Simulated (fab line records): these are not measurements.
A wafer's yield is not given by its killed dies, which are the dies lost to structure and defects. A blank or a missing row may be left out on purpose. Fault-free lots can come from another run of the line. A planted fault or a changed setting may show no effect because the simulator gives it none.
The tool behind it: which one? ; flow gf180mcu ; Sampling: 24 lots, 72 wafers, 5 of 602 route steps

WHAT THE GAUGES SHOWED, per wafer
GF_V3_THK_MEAS_03. Usual: V3_CVD_02_THK 853 nm, standard deviation 11.
lot;measured;on;V3_CVD_02_THK (nm);flag
L074;day 21 10:01;film-metro-02;837 854 855;
L075;day 21 12:17;film-metro-02;843 854 851;
L076;day 21 21:43;film-metro-03;845 847 857;
L077;day 22 16:49;film-metro-04;833 843 839;
L078;day 23 02:20;film-metro-04;844 858 862;
L080;day 23 20:53;film-metro-02;856 866 869;
L079;day 23 23:02;film-metro-04;848 869 865;
L082;day 24 09:26;film-metro-02;858 871 861;
L081;day 24 10:56;film-metro-03;863 850 862;
L083;day 24 18:54;film-metro-02;852 859 859;
L084;day 25 04:54;film-metro-04;843 858 854;
L085;day 25 13:20;film-metro-04;843 874 856;
L086;day 25 14:52;film-metro-03;867 877 874;
L087;day 26 03:50;film-metro-03;832 842 838;
L088;day 26 04:50;film-metro-04;839 857 869;
L089;day 26 13:31;film-metro-04;855 861 862;
L090;day 26 19:55;film-metro-02;866 858 866;
L091;day 26 22:07;film-metro-04;832 841 852;
L092;day 27 06:38;film-metro-03;842 865 864;
L093;day 27 17:15;film-metro-02;838 863 856;
L094;day 27 21:32;film-metro-02;843 842 859;
L095;day 28 04:20;film-metro-02;844 862 863;
L096;day 28 12:29;film-metro-04;826 847 843;
L097;day 28 20:43;film-metro-03;850 870 867;

GF_V3_THK_MEAS_25: measures by xrf. Usual: V3_W_THK 366 nm, standard deviation 7.
lot;measured;on;V3_W_THK (nm);flag
L074;day 22 11:10;film-metro-02;371 372 368;
L075;day 22 13:11;film-metro-03;370 357 372;
L076;day 22 21:52;film-metro-02;364 366 365;
L077;day 23 17:29;film-metro-03;380 369 381;
L078;day 24 02:50;film-metro-04;350 360 359;
L080;day 24 20:28;film-metro-03;370 361 364;
L079;day 24 22:50;film-metro-02;371 365 362;
L082;day 25 08:38;film-metro-03;367 363 366;
L081;day 25 10:12;film-metro-02;373 375 378;
L083;day 25 17:29;film-metro-04;363 367 369;
L084;day 26 03:27;film-metro-04;355 354 356;
L085;day 26 10:48;film-metro-04;361 361 359;
L086;day 26 11:47;film-metro-03;366 374 368;
L087;day 26 23:08;film-metro-03;370 382 377;
L088;day 27 00:11;film-metro-03;375 365 376;
L089;day 27 10:44;film-metro-03;362 380 371;
L090;day 27 17:44;film-metro-03;374 365 368;
L091;day 27 19:34;film-metro-02;358 362 353;
L092;day 28 04:05;film-metro-02;349 359 359;
L093;day 28 14:52;film-metro-03;365 363 360;
L094;day 28 18:53;film-metro-03;370 374 368;
L095;day 29 01:01;film-metro-02;364 370 367;
L096;day 29 08:53;film-metro-02;375 369 371;
L097;day 29 17:22;film-metro-04;362 365 368;

GF_V4_OVL_MEAS_15. Usual: V4_OVL 3 nm, standard deviation 5.6.
lot;measured;on;V4_OVL (nm);flag
L074;day 24 10:32;overlay-02;10 2 -3;
L075;day 24 12:26;overlay-02;4 8 14;
L076;day 24 20:32;overlay-02;8 -2 -3;
L077;day 25 15:05;overlay-01;6 1 12;
L078;day 26 00:02;overlay-01;-5 -1 -1;
L080;day 26 14:41;overlay-02;7 -5 6;
L079;day 26 17:03;overlay-01;0 7 6;
L082;day 27 01:46;overlay-01;6 2 8;
L081;day 27 03:05;overlay-01;-1 8 5;
L083;day 27 10:20;overlay-01;2 6 -4;
L084;day 27 19:38;overlay-02;6 3 -4;
L085;day 28 03:59;overlay-01;17 8 15;
L086;day 28 04:48;overlay-02;9 5 -2;
L087;day 28 16:41;overlay-01;10 12 0;
L088;day 28 18:14;overlay-02;15 -1 3;
L089;day 29 04:05;overlay-02;9 3 -3;
L090;day 29 10:32;overlay-02;3 2 4;
L091;day 29 12:20;overlay-02;4 -1 7;
L092;day 29 19:47;overlay-01;11 12 4;
L093;day 30 06:59;overlay-02;-4 -6 -1;
L094;day 30 10:05;overlay-01;3 2 -7;
L095;day 30 15:47;overlay-01;0 5 -2;
L096;day 30 23:23;overlay-01;-10 0 -6;
L097;day 31 07:41;overlay-02;8 2 10;

WHAT TOOL EACH LOT RAN ON (gives the tool, then ch and the chambers of the sampled wafers, and finally the start)
lot;GF_V2_ETCH_17;GF_V3_SPUTTER_21
L074;rie-diel-04 ch 1,2,3, day 21 10:01 or earlier;pvd-sputter-04, day 22 10:50
L075;rie-diel-02 ch 0,2,3, day 21 12:17 or earlier;pvd-sputter-03, day 22 12:51
L076;rie-diel-02 ch 0,2, day 21 21:43 or earlier;pvd-sputter-02, day 22 21:32
L077;rie-diel-04 ch 0,3, day 22 16:49 or earlier;pvd-sputter-03, day 23 17:10
L078;rie-diel-02 ch 0,1, day 23 02:20 or earlier;pvd-sputter-02, day 24 02:23
L080;rie-diel-02 ch 0,2,3, day 23 20:53 or earlier;pvd-sputter-02, day 24 20:08
L079;rie-diel-01 ch 1,2, day 23 23:02 or earlier;pvd-sputter-03, day 24 22:29
L082;rie-diel-04 ch 1,2, day 24 09:26 or earlier;pvd-sputter-02, day 25 08:16
L081;rie-diel-01 ch 0,1,3, day 24 10:56 or earlier;pvd-sputter-02, day 25 09:52
L083;rie-diel-02 ch 1,2,3, day 24 18:54 or earlier;pvd-sputter-02, day 25 17:10
L084;rie-diel-02 ch 0,1,2, day 25 04:54 or earlier;pvd-sputter-03, day 26 03:07
L085;rie-diel-01 ch 0,2,3, day 25 13:20 or earlier;pvd-sputter-03, day 26 10:28
L086;rie-diel-02 ch 1,3, day 25 14:52 or earlier;pvd-sputter-03, day 26 11:26
L087;rie-diel-01 ch 1,2, day 26 03:50 or earlier;pvd-sputter-02, day 26 22:49
L088;rie-diel-01 ch 2,3, day 26 04:50 or earlier;pvd-sputter-03, day 26 23:52
L089;rie-diel-01 ch 1,3, day 26 13:31 or earlier;pvd-sputter-02, day 27 10:25
L090;rie-diel-01 ch 0,1,2, day 26 19:55 or earlier;pvd-sputter-02, day 27 17:25
L091;rie-diel-01 ch 1,2,3, day 26 22:07 or earlier;pvd-sputter-02, day 27 19:14
L092;rie-diel-02 ch 1,2, day 27 06:38 or earlier;pvd-sputter-02, day 28 03:46
L093;rie-diel-02 ch 0,2, day 27 17:15 or earlier;pvd-sputter-03, day 28 14:32
L094;rie-diel-01 ch 0,1,3, day 27 21:32 or earlier;pvd-sputter-03, day 28 18:34
L095;rie-diel-04 ch 0,2,3, day 28 04:20 or earlier;pvd-sputter-02, day 29 00:41
L096;rie-diel-02 ch 0,2,3, day 28 12:29 or earlier;pvd-sputter-02, day 29 08:34
L097;rie-diel-02 ch 0,1,3, day 28 20:43 or earlier;pvd-sputter-04, day 29 17:02
- GF_V2_ETCH_17: etches SiO2 in C4F8/O2/Ar, stops on TiN, target depth 630 nm.
- GF_V3_SPUTTER_21: material Ti, target thk 15 nm, time 80.02 s.

WHAT THE TOOLS THEMSELVES READ (means of the sampled wafers that have a number; where no wafer has one, the mark that the record gives instead)
GF_V2_ETCH_17. Usual: bias-w 1200 W, standard deviation 4; oes-product-au 0.856 a.u., standard deviation 0.005.
lot;tool;bias-w (W);oes-product-au (a.u.);flag
L074;rie-diel-04;1199;0.858;
L075;rie-diel-02;1199;0.858;
L076;rie-diel-02;1198;0.857;
L077;rie-diel-04;1197;0.855;
L078;rie-diel-02;1195;0.862;
L080;rie-diel-02;1197;0.863;
L079;rie-diel-01;1199;0.858;
L082;rie-diel-04;1202;0.854;
L081;rie-diel-01;1202;0.859;
L083;rie-diel-02;1198;0.852;
L084;rie-diel-02;1198;0.855;
L085;rie-diel-01;1200;0.860;
L086;rie-diel-02;1201;0.862;
L087;rie-diel-01;1202;0.861;
L088;rie-diel-01;1203;0.861;
L089;rie-diel-01;1200;0.853;
L090;rie-diel-01;1198;0.856;
L091;rie-diel-01;1199;0.852;
L092;rie-diel-02;1201;0.860;
L093;rie-diel-02;1197;0.857;
L094;rie-diel-01;1205;0.854;
L095;rie-diel-04;1201;0.856;
L096;rie-diel-02;1203;0.856;
L097;rie-diel-02;1200;0.855;

GF_V3_SPUTTER_21. Usual: cathode-dc-power-W 2499.9 W, standard deviation 0.45; chamber-pressure-pa 5.000 Pa, standard deviation 0.0097; substrate-temp-c 200.02 C, standard deviation 0.16; throttle-valve-pct 30.4 %, standard deviation 0.93.
lot;tool;cathode-dc-power-W (W);chamber-pressure-pa (Pa);substrate-temp-c (C);throttle-valve-pct (%);flag
L074;pvd-sputter-04;2499.7;5.010;199.92;30.1;
L075;pvd-sputter-03;2499.8;5.008;200.03;30.6;
L076;pvd-sputter-02;2500.2;4.986;199.94;30.7;
L077;pvd-sputter-03;2500.0;5.002;200.01;29.6;
L078;pvd-sputter-02;2500.1;5.006;200.10;31.1;
L080;pvd-sputter-02;2500.1;4.997;200.02;31.0;
L079;pvd-sputter-03;2500.4;4.996;199.92;29.3;
L082;pvd-sputter-02;2499.4;5.004;200.04;30.5;
L081;pvd-sputter-02;2499.4;5.003;200.24;30.5;
L083;pvd-sputter-02;2499.9;4.996;199.89;31.4;
L084;pvd-sputter-03;2500.2;4.995;200.26;30.7;
L085;pvd-sputter-03;2499.7;4.994;200.07;29.7;
L086;pvd-sputter-03;2499.6;5.002;199.96;29.1;
L087;pvd-sputter-02;2499.9;5.010;199.79;30.9;
L088;pvd-sputter-03;2499.4;5.010;199.95;30.3;
L089;pvd-sputter-02;2499.8;4.998;200.06;31.0;
L090;pvd-sputter-02;2499.9;4.997;199.94;30.5;
L091;pvd-sputter-02;2500.1;5.003;200.10;30.6;
L092;pvd-sputter-02;2500.0;4.993;199.91;30.3;
L093;pvd-sputter-03;2499.8;5.014;200.03;30.4;
L094;pvd-sputter-03;2500.1;4.990;200.03;29.9;
L095;pvd-sputter-02;2499.5;5.005;199.99;30.8;
L096;pvd-sputter-02;2499.7;5.012;200.07;30.5;
L097;pvd-sputter-04;2500.1;5.001;200.08;30.5;

THE ANSWER, worked out from the rows above alone
Rule: lot off if the mean of its wafers having a number is beyond 3 standard deviations from the usual mean. A lot without any number at a reading at which 4 lots or more have one is off too. The other lots that the step has rows for count as sound. The gauges are gone through in route order, then the tools' own readings, and for those a lot's mean is taken as printed above. At the first step where some lot is off, the reading lying furthest off is the one used; lots without a number count as furthest.
No lot is off at any reading shown: from this, nothing can be told.

WHAT THE SIMULATOR HAD INSERTED
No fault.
